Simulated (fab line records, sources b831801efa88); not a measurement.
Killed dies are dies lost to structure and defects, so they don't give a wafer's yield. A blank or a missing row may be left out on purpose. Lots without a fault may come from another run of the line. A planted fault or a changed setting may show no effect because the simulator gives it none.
A struck lot beside a sound one | flow sky130 | 15 steps out of a route of 708
Sound: wafers L409.1, L409.2, L409.6. Struck: wafers L416.4, L416.5, L416.6. The cause comes at the end.
At each step with rows: each side's tool, then ch and its chambers, then its first start. Under that, the readings that differ: sound wafers | struck wafers | difference of the means | sigmas: that difference in standard deviations of wafers without a fault.
alike: readings whose means differ by less than 2 such deviations, and words and numbers that are the same on both sides. not compared: withheld readings, readings that some wafer has no value for, bounds like >300 that may hide the same value, and numbers for which the record gives no deviation and whose values overlap.
The two part at a step that has a row with sigmas, a row that says differs or no value, or rows on one side only. Numbers that don't overlap but have no deviation are shown without sigmas and don't part them. A reading that every wafer of one side lacks parts them only if that side has two wafers or more.

SKY_VIA1_CMP_02: polishes SiO2.
  sound on cmp-01 ch 0,1, day 34 23:25; struck on cmp-02 ch 1,2, day 37 07:05
  reading             | sound          | struck         | difference | sigmas
  motor_current_A (A) | 13.5 13.5 13.5 | 10.4 10.2 10.9 | -3.0       | -2
  alike: platen_rpm
SKY_VIA1_BOW_MEAS_03:
  sound on film_metro-03, day 34 23:43; struck on film_metro-03, day 37 07:24
  reading       | sound    | struck   | difference | sigmas
  VIA1_BOW (um) | 95 88 86 | 66 80 68 | -18        | -2
then, 8 steps without rows for these wafers: SKY_VIA1_DEHYDRATE_04 (time 60 s); SKY_VIA1_HMDS_05 (prime time 60 s); SKY_VIA1_COAT_06 (resist thk 60 nm); SKY_VIA1_COAT_07 (resist thk 450 nm); SKY_VIA1_SOFTBAKE_08 (time 90 s); SKY_VIA1_EXPOSE_09 (exposes mask VIM, target cd 150 nm); SKY_VIA1_PEB_10; SKY_VIA1_DEVELOP_11 (develop time 60 s).
SKY_VIA1_CD_MEAS_12: target cd 150 nm.
  sound on cd_sem-02, day 36 01:11; struck on cd_sem-02, day 38 09:14
  alike: cd_nm
SKY_VIA1_OVL_MEAS_13:
  sound on overlay-02, day 36 01:18; struck on overlay-01, day 38 09:19
  alike: VIA1_OVL
SKY_VIA1_ETCH_14: etches BARC in N2/H2, stops on SiO2, time 45.9 s, target depth 60 nm.
  sound on rie_diel-01 ch 0,1,3, day 36 01:20; struck on rie_diel-01 ch 1,2, day 38 09:20
  reading                                     | sound             | struck            | difference | sigmas
  oes_product_au (a.u.)                       | 0.863 0.848 0.852 | 0.921 0.918 0.917 | +0.064     | +14
  run_length_s (s)                            | 73.6 74.2 74.0    | 69.8 70.1 70.3    | -3.9       | -11
  model.KrF-thick_of_VIA1_COAT_07.thk_nm (nm) | 392.4 393.4 393.1 | 394.1 396.1 395.9 | +2.4       |
  alike: drypump_motor_current_A, throttle_valve_pct
  not compared: rf_hours_counter_h
SKY_VIA1_ETCH_15: etches SiO2 in C4F8/O2/Ar, stops on TiN, target depth 351 nm, time 54 s.
  sound on rie_diel-01 ch 0,1,3, day 36 01:23; struck on rie_diel-01 ch 1,2, day 38 09:23
  reading                                     | sound             | struck            | difference | sigmas
  model.KrF-thick_of_VIA1_COAT_07.thk_nm (nm) | 322.9 324.2 323.8 | 324.6 326.3 326.4 | +2.1       |
  alike: oes_product_au, run_length_s
  not compared: rf_hours_counter_h
SKY_VIA1_STRIP_16: strips in O2/N2.
  sound on plasma_asher-04 ch 0,1, day 36 01:25; struck on plasma_asher-01 ch 0,1, day 38 09:28
  alike: drypump_motor_current_A, oes_product_au, strip_time_to_endpoint_s
  not compared: rf_hours_counter_h

WHERE THEY PART
First at SKY_VIA1_CMP_02; last, within this record, at SKY_VIA1_ETCH_14. Later steps at which nothing parts them and some readings are alike: SKY_VIA1_ETCH_15, SKY_VIA1_STRIP_16.

WHY: what the simulator had put in
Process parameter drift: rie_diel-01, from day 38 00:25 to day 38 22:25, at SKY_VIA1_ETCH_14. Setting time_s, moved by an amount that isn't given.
